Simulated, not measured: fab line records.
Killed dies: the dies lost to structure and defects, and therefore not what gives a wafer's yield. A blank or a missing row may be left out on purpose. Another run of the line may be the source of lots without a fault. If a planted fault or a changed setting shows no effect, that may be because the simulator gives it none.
Which of the tools did it?	flow sky130	Sampling: 10 lots, 30 wafers, 2 of 708 route steps

## WHAT THE GAUGES READ, wafer by wafer
SKY_METAL4_CD_MEAS_13: target cd 300 nm.
lot	measured	on	cd-nm (nm)
L812	day 41 16:49	cd-sem-02	297.9 298.5 297.9
L814	day 42 02:33	cd-sem-02	299.7 299.3 299.6
L815	day 42 12:44	cd-sem-01	299.9 300.6 299.8
L819	day 44 07:49	cd-sem-02	299.7 301.2 299.6
L820	day 44 09:28	cd-sem-02	297.3 297.3 299.0
L821	day 44 15:45	cd-sem-02	301.4 299.6 299.9
L822	day 45 05:08	cd-sem-02	300.5 301.3 300.9
L827	day 46 03:32	cd-sem-01	299.7 298.6 300.2
L828	day 46 17:08	cd-sem-01	300.2 300.1 298.3
L835	day 47 16:12	cd-sem-01	301.1 300.9 300.7

## TOOL THAT RAN EACH LOT (tool first, then ch and the chambers of the sampled wafers, then the start)
lot	SKY_CAP2M_METAL_ETCH_13
L812	rie-metal-04 ch 1, day 40 16:28
L814	rie-metal-04 ch 1, day 41 02:17
L815	rie-metal-01 ch 0, day 41 12:25
L819	rie-metal-04 ch 0,1, day 43 08:47
L820	rie-metal-04 ch 0,1, day 43 10:50
L821	rie-metal-01 ch 1, day 43 16:41
L822	rie-metal-04 ch 0,1, day 44 06:46
L827	rie-metal-02 ch 0,1, day 45 06:11
L828	rie-metal-04 ch 0,1, day 45 20:22
L835	rie-metal-01 ch 0,1, day 46 20:20
- SKY_CAP2M_METAL_ETCH_13: etches TiN in Cl2/BCl3, stops on SiO2, target depth 220 nm, time 62.9 s.

## THE ANSWER, worked out from the rows above alone
Rule: the usual values come from the lots themselves. The widest of any qualifying gaps counts: lots, ordered by their means at a reading, are off when they make up no more than a third of the lots, leave a main group of 4 or more, and stand apart from it by 3 or more times the standard deviation of that group's means. Not used: any main group whose means are identical at the precision the tables above print for the reading. A lot without any number at a reading at which 4 lots or more have one is off too. The other lots that the step has rows for count as sound.
No lot is off on any of the readings shown, so nothing can be concluded from this.

## WHAT WAS PUT IN BY THE SIMULATOR
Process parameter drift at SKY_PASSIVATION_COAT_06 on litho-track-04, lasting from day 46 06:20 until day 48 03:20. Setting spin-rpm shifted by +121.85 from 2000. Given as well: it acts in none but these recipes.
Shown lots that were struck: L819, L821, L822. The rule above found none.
